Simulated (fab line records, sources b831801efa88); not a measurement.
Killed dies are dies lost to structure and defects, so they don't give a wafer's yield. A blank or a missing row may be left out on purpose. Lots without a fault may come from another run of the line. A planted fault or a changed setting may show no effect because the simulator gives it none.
Chamber matching | flow sky130 | SKY_VIA2_CMP_24 on cmp-01: 4 sister chambers
The step polishes, stops on SiO2, t overpolish 20 s, target thk 0 nm. 27 wafers are shown with their chamber, then 12 later ones without.

WAFERS WITH THEIR CHAMBER
wafer  | chamber | motor_current_A (A) | time_to_endpoint_s (s) | slurry_flow_ml_min
L074.1 | 0       | 9.5                 | 106                    | 150.4
L074.2 | 3       | 11.1                | 102                    | 150.9
L074.6 | 1       | 10.2                | 102                    | 150.2
L075.1 | 1       | 10.3                | 103                    | 149.5
L075.3 | 0       | 10.2                | 102                    | 150.4
L075.6 | 2       | 11.0                | 99                     | 150.1
L077.3 | 2       | 10.4                | 104                    | 150.6
L077.5 | 3       | 11.7                | 101                    | 149.6
L077.6 | 2       | 10.2                | 101                    | 150.5
L078.1 | 3       | 11.1                | 102                    | 149.8
L078.2 | 2       | 10.9                | 100                    | 149.5
L078.6 | 2       | 10.6                | 103                    | 150.0
L079.1 | 2       | 10.3                | 101                    | 150.4
L079.4 | 1       | 10.2                | 112                    | 150.0
L079.6 | 1       | 10.5                | 113                    | 149.6
L081.1 | 1       | 10.0                | 104                    | 149.6
L081.4 | 3       | 11.5                | 96                     | 148.9
L081.5 | 0       | 10.4                | 103                    | 151.1
L082.1 | 3       | 11.2                | 100                    | 150.1
L082.2 | 0       | 10.3                | 104                    | 151.2
L082.5 | 0       | 9.8                 | 106                    | 150.4
L085.3 | 2       | 10.9                | 96                     | 150.4
L085.4 | 0       | 9.7                 | 103                    | 149.9
L085.6 | 2       | 11.0                | 99                     | 150.0
L086.4 | 1       | 10.5                | 103                    | 150.8
L086.5 | 2       | 11.0                | 102                    | 149.8
L086.6 | 3       | 11.1                | 96                     | 150.7

SIGNATURES (means of the wafers above)
reading            | chamber 0 | chamber 1 | chamber 2 | chamber 3 | scatter within a chamber
motor_current_A    | 9.983     | 10.283    | 10.700    | 11.283    | 0.298
time_to_endpoint_s | 104.00    | 106.17    | 100.56    | 99.50     | 3.11
slurry_flow_ml_min | 150.567   | 149.950   | 150.144   | 150.000   | 0.52
Rule: a wafer's distance from a chamber is the root of the sum, over the readings, of the square of ((its reading less the chamber's mean) divided by the reading's scatter). The wafer belongs to the nearest chamber; if the next one is less than 2 further off, it can't be placed. The scatter: the root of (the sum of the squares of (reading less its chamber's mean) over the shown wafers, divided by (wafers less chambers)).

WAFERS WITHOUT THEIR CHAMBER
wafer  | motor_current_A (A) | time_to_endpoint_s (s) | slurry_flow_ml_min
L088.1 | 10.7                | 99                     | 150.5
L088.2 | 12.1                | 99                     | 150.0
L088.3 | 10.8                | 103                    | 149.3
L094.2 | 9.9                 | 103                    | 149.9
L094.3 | 10.4                | 101                    | 150.5
L094.6 | 10.6                | 101                    | 149.8
L095.3 | 11.1                | 99                     | 149.6
L095.4 | 10.4                | 103                    | 150.1
L095.5 | 9.6                 | 110                    | 150.8
L097.4 | 9.9                 | 109                    | 149.4
L097.5 | 11.2                | 103                    | 150.0
L097.6 | 10.8                | 106                    | 149.4

WHICH CHAMBER EACH WENT THROUGH
wafer  | from the rows above               | in truth
L088.1 | can't be placed: 2 or 3           | 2
L088.2 | can't be placed: 3 or 2           | 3
L088.3 | can't be placed: 2 or 1 or 3 or 0 | 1
L094.2 | can't be placed: 0 or 1 or 2      | 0
L094.3 | can't be placed: 2 or 0 or 1 or 3 | 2
L094.6 | can't be placed: 2 or 1 or 3 or 0 | 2
L095.3 | can't be placed: 3 or 2           | 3
L095.4 | can't be placed: 1 or 2 or 0      | 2
L095.5 | can't be placed: 0 or 1           | 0
L097.4 | can't be placed: 1 or 0           | 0
L097.5 | can't be placed: 3 or 2           | 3
L097.6 | can't be placed: 1 or 2 or 3 or 0 | 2
Placed correctly: 0 of 12. Can't be placed from these rows: 12 (the true chamber is among the candidates in 12). Placed wrongly: 0.
